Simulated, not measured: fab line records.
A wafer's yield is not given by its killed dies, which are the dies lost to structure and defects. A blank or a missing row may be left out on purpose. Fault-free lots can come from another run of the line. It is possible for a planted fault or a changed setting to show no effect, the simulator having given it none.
Problem report in the 8D (eight disciplines) form, filled by code	flow sky130	the parts of the form that need people (team, actions taken, sign-off) are left out

## 1. PROBLEM STATEMENT
head_pressure_psi at SKY_CONTACT_CMP_04 reads a mean of 3.433 psi on 1 wafer of 1 lot; wafers without a fault read 3.999 psi with a standard deviation of 0.0082. Measured from the usual mean, that is -69 standard deviations.
The step: polishes SiO2.
First observed at day 32 09:42: wafer L885.1, on cmp-01. At this step, 36 wafers from 12 lots have a number in the record. The rule behind "out" and "out of limits": a value lying over 4 standard deviations away from the usual mean. The rest of the wafers with a number are treated as sound.

## 2. WHAT IT IS, AND WHAT IT ISN'T
question	is	is not
which readings at this step	head_pressure_psi	motor_current_A
which lots	L885	L879, L880, L883, L887, L893, L895, L897, L898, L899, L900, L901
which wafers of those lots	L885.1	L885.3, L885.6
read on which tools	cmp-01	cmp-02
when	from day 32 09:42	up to then (11 sound wafers); but 24 sound wafers of L887, L893, L895, L897, L898, L899, L900, L901 came after

## 3. WHAT RULES OUT EACH SUSPECT
Counting: any tool at a process step up to the reading remains a suspect provided it ran every lot that is out. Sound lots after the first of them don't rule it out here, since some wafers of a struck lot are sound.
- pvd_sputter-04 at SKY_LI_CONTACT_SPUTTER_20 (material TiN, target thk 20 nm, time 80 s): kept. L885, the lot that is out, went through it at day 31 04:20; up to then, the latest sound lot through it was L880 at day 29 20:19.
- rie_metal-02 at SKY_LOCAL_INTERCONNECT_ETCH_13 (etches BARC in N2/H2, stops on SiO2, time 45.9 s, target depth 60 nm): kept. L885, the lot that is out, went through it at day 32 08:46; up to then, the latest sound lot through it was L880 at day 31 01:32.
- pecvd-02 at SKY_CONTACT_CVD_00 (deposits Si3N4, target thk 75 nm): kept. L885, the lot that is out, went through it at day 32 09:29; up to then, the latest sound lot through it was L880 at day 31 02:14.
- cmp-01 at SKY_CONTACT_CMP_04 (polishes SiO2): kept. L885, the lot that is out, went through it at day 32 09:42; up to then, the latest sound lot through it was L883 at day 32 02:01. On those wafers its own readings are out: head_pressure_psi.
- The sound lot-mates ran in chamber 1 of cmp-01 at SKY_CONTACT_CMP_04, but the wafers that are out ran in chamber 0.
Left after counting: pvd_sputter-04 at SKY_LI_CONTACT_SPUTTER_20, rie_metal-02 at SKY_LOCAL_INTERCONNECT_ETCH_13, pecvd-02 at SKY_CONTACT_CVD_00, cmp-01 at SKY_CONTACT_CMP_04.

## 4. THE CAUSE (what the simulator had put in)
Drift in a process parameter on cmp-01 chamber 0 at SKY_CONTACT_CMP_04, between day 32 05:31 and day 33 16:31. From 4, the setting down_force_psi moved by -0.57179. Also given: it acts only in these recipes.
After counting, 4 suspects remain, this tool included.

## 5. THE CHAIN OF EFFECTS, in route order
Each row: a reading whose mean over the struck wafers that have a number lies more than 3 standard deviations from the usual. Only readings for which the record gives a usual standard deviation are gone through. hours: the time from each lot's start at the first step in this table that gives one to its start at this step, as a median over the lots. sigmas: the change in usual standard deviations.
hours	step	reading	usual	on struck wafers	change	sigmas
0	SKY_CONTACT_CMP_04	head_pressure_psi	3.999 psi	3.433	-0.566	-69
0	SKY_CONTACT_CMP_04	time_to_endpoint_s	81 s	95	+14	+3.4
Process steps it contains:
- SKY_CONTACT_CMP_04: polishes SiO2.

## 6. WHAT WOULD HAVE CAUGHT IT SOONER
First out-of-limits reading in this record: day 32 09:42, which is 4 hours after fault onset at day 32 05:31.
